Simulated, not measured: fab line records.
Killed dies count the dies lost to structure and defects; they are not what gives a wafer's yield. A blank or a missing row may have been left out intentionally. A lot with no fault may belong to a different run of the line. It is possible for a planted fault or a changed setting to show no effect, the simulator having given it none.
Problem report, 8D (eight disciplines) form, completed by code || flow gf180mcu || the parts of the form that need people (team, actions taken, sign-off) are left out

== 1. WHAT IS WRONG ==
Across 6 wafers from 2 lots, SAB_CVD_00_THK at GF_SAB_THK_MEAS_01 averages 15.6 nm, while fault-free wafers read 50.1 nm with a standard deviation of 0.63. Measured from the usual mean, that is -55 standard deviations.
First observed at day 20 15:49: wafer L985.3, on film_metro-02. At this step, 42 wafers from 14 lots have a number in the record. Rule for "out", or "out of limits": more than 4 standard deviations from the usual mean. All remaining wafers that have a number are taken as sound.

== 2. WHAT IT IS; WHAT IT IS NOT ==
{"question": "which readings at this step", "is": "SAB_CVD_00_THK", "is not": "-"}
{"question": "which lots", "is": "L985, L988", "is not": "L969, L970, L972, L975, L976, L977, L978, L979, L980, L989, L990, L991"}
{"question": "which wafers of those lots", "is": "all that have a number", "is not": "-"}
{"question": "read on which gauges", "is": "film_metro-02, film_metro-04", "is not": "film_metro-03"}
{"question": "when", "is": "from day 20 15:49", "is not": "up to then (27 sound wafers); but 9 sound wafers of L989, L990, L991 came after"}

== 3. THE SUSPECTS, EACH WITH WHAT RULES IT OUT ==
Counting: a tool stays on the suspect list if, at a process step up to the reading, it processed all lots that are out and no sound lot following the first of them.
- the gauge at GF_SAB_THK_MEAS_01 is ruled out. The wafers that are out were read on 2 gauges (film_metro-02, film_metro-04).
- pecvd-04 at GF_SAB_CVD_00 (deposits SiO2 from TEOS, target thk 50 nm, time 4.9302 s): kept. It ran every lot that is out, first L985 (day 20 15:47), and no sound lot after that; its last sound lot up to then is L977 (day 17 08:17).
Remaining after the count: pecvd-04 at GF_SAB_CVD_00.

== 4. THE CAUSE (what the simulator had put in) ==
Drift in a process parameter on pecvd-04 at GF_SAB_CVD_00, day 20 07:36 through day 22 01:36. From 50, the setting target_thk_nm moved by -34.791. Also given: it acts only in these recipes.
This tool alone remained once counting was done.

== 5. THE CHAIN OF EFFECTS, in route order ==
Each row: a reading where the mean over the struck wafers with a number is more than 3 standard deviations away from the usual. Only readings whose record carries a usual standard deviation are examined. hours: median over the lots of the time between each lot's start at the first step of this table that gives one and its start at this step. sigmas: the change, counted in usual standard deviations.
{"hours": 0, "step": "GF_SAB_THK_MEAS_01", "reading": "SAB_CVD_00_THK", "usual": "50.1 nm", "on struck wafers": 15.6, "change": -34.5, "sigmas": -55}
At these later measuring or inspecting steps, every struck wafer for which the step has a row has a number for every such reading, and none has moved that far: GF_SALICIDE_RS_MEAS_04.

== 6. HOW IT WOULD HAVE BEEN CAUGHT EARLIER ==
In this record the first reading out of limits at a measuring or inspecting step was taken at day 20 15:49, 8 hours after the fault began at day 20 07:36.
An alarm limit of 4 standard deviations would not have fired on the tool readings at GF_SAB_CVD_00 for which the record gives a usual standard deviation, since none of them was out on any struck wafer.
Of the lots that are out (2), L988 began GF_SAB_CVD_00 on pecvd-04 after day 20 15:49. Putting the tool on hold at that point would have spared it.
